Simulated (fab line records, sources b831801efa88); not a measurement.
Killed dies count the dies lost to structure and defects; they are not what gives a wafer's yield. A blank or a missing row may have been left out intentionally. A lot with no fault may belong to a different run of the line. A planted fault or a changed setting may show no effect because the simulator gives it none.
Comparing a struck lot with a sound one :: flow sky130 :: 22 out of 708 route steps
Sound: wafers L409.2, L409.3, L409.6. Wafers struck: L414.2, L414.5. At the end, the cause is stated.
Per side, at each step with rows, come the tool, then ch with its chambers, and then its first start. Under that, the readings that differ: sound wafers :: struck wafers :: difference of the means :: sigmas: that difference in standard deviations of wafers without a fault.
alike: words and numbers the same on both sides, and readings whose means are apart by under 2 such deviations; not compared: readings that were withheld, readings missing a value for some wafer, numbers with overlapping values and no deviation given by the record, and bounds like >300 which may hide the same value.
The two part at a step that has a row with sigmas, a row that says differs or no value, or rows on one side only. Non-overlapping numbers with no deviation appear without sigmas and do not part them. A reading missing from all wafers of one side parts the sides only when that side holds two or more wafers.

SKY_METAL1_SPUTTER_00: material Ti, target thk 15 nm, time 10 s.
  sound on pvd-sputter-01, day 31 04:46; struck on pvd-sputter-02, day 33 08:50
  alike: throttle-valve-pct
SKY_METAL1_SPUTTER_01: material TiN, target thk 20 nm, time 16.7 s.
  sound on pvd-sputter-01, day 31 04:47; struck on pvd-sputter-02, day 33 08:52
  alike: throttle-valve-pct
then, 1 step without rows for these wafers: SKY_METAL1_SPUTTER_02 (material AlCu, target thk 250 nm, time 13.3 s).
SKY_METAL1_SPUTTER_03: material Ti, target thk 5 nm, time 3.3 s.
  sound on pvd-sputter-01, day 31 04:50; struck on pvd-sputter-02, day 33 08:55
  alike: throttle-valve-pct
then, 1 step without rows for these wafers: SKY_METAL1_SPUTTER_04 (material TiN, target thk 70 nm, time 58.3 s).
SKY_METAL1_RS_MEAS_05: measures by four-point-probe.
  sound on film-metro-02, day 31 04:55; struck on film-metro-04, day 33 09:00
  alike: METAL1_ALCU_RS
SKY_METAL1_THK_MEAS_06: measures by xrf.
  sound on film-metro-02, day 31 05:02; struck on film-metro-04, day 33 09:07
  alike: METAL1_ALCU_THK
then, 5 steps without rows for these wafers: SKY_METAL1_DEHYDRATE_07 (time 60 s); SKY_METAL1_HMDS_08 (prime time 60 s); SKY_METAL1_COAT_09 (resist thk 60 nm); SKY_METAL1_COAT_10 (resist thk 450 nm); SKY_METAL1_SOFTBAKE_11 (time 90 s).
SKY_METAL1_EXPOSE_12: exposes mask MM1, target cd 140 nm.
  sound on krf-scanner-01 ch 0, day 31 18:30; struck on krf-scanner-02 ch 0, day 33 22:41
  alike: mask, exposure-dose-mJ-cm2
then, 2 steps without rows for these wafers: SKY_METAL1_PEB_13; SKY_METAL1_DEVELOP_14 (develop time 60 s).
SKY_METAL1_CD_MEAS_15 targets a cd of 140 nm.
  sound on cd-sem-02, day 32 08:23; struck on cd-sem-02, day 34 11:05
reading: cd-nm (nm)
sound: 140.3 143.1 141.1
struck: 100.4 99.5
difference: -41.5
sigmas: -26
SKY_METAL1_OVL_MEAS_16:
  sound on overlay-02, day 32 08:29; struck on overlay-02, day 34 11:11
  alike: METAL1_OVL
SKY_METAL1_DESCUM_17: chemistry O2, time 8 s.
  sound on rie-metal-03 ch 0, day 32 08:31; struck on rie-metal-03 ch 0,1, day 34 11:13
reading: model.METAL1.cd-nm (nm)
sound: 141 143.4 141.5
struck: 99.92 99.97
difference: -42.02
sigmas: 
  alike: drypump-motor-current-A, oes-product-au
  not compared: rf-hours-counter-h
SKY_METAL1_ETCH_18: etches BARC in N2/H2, stops on SiO2, time 45.9 s, target depth 60 nm.
  sound on rie-metal-03 ch 0, day 32 08:36; struck on rie-metal-03 ch 0,1, day 34 11:14
  alike: drypump-motor-current-A, oes-product-au, throttle-valve-pct
  not compared: rf-hours-counter-h
SKY_METAL1_METAL_ETCH_19: etches the open film in Cl2/BCl3, stops on SiO2, target depth 360 nm, time 78 s.
  sound on rie-metal-03 ch 0, day 32 08:44; struck on rie-metal-03 ch 0,1, day 34 11:19
reading: throttle-valve-pct (%)
sound: 22.282 22.270 22.275
struck: 22.262 22.252
difference: -0.019
sigmas: -2

reading: model.METAL1.cd-nm (nm)
sound: 138.2 141.4 138.9
struck: 98.74 97.02
difference: -41.62
sigmas: 
  alike: drypump-motor-current-A, oes-product-au
  not compared: rf-hours-counter-h
SKY_METAL1_STRIP_20: strips in O2/N2.
  sound on plasma-asher-01 ch 0,1, day 32 08:53; struck on plasma-asher-02 ch 1, day 34 11:24
  alike: drypump-motor-current-A, oes-product-au, strip-time-to-endpoint-s
  not compared: rf-hours-counter-h
-- the record jumps here: 13 days lie between the struck wafers' starts before and after (it left off in module METAL1 and takes up again in module PAD_OPEN, whose first step shown is number 708 of the route) --
SKY_PAD_OPEN_PROBE_99:
  only the struck wafers here have rows in the record (prober-01, day 47 00:57); the sound ones have none

WHERE THEY PART
At SKY_METAL1_CD_MEAS_15 first; at SKY_PAD_OPEN_PROBE_99 last (within this record only).

WHY: what had been put in by the simulator
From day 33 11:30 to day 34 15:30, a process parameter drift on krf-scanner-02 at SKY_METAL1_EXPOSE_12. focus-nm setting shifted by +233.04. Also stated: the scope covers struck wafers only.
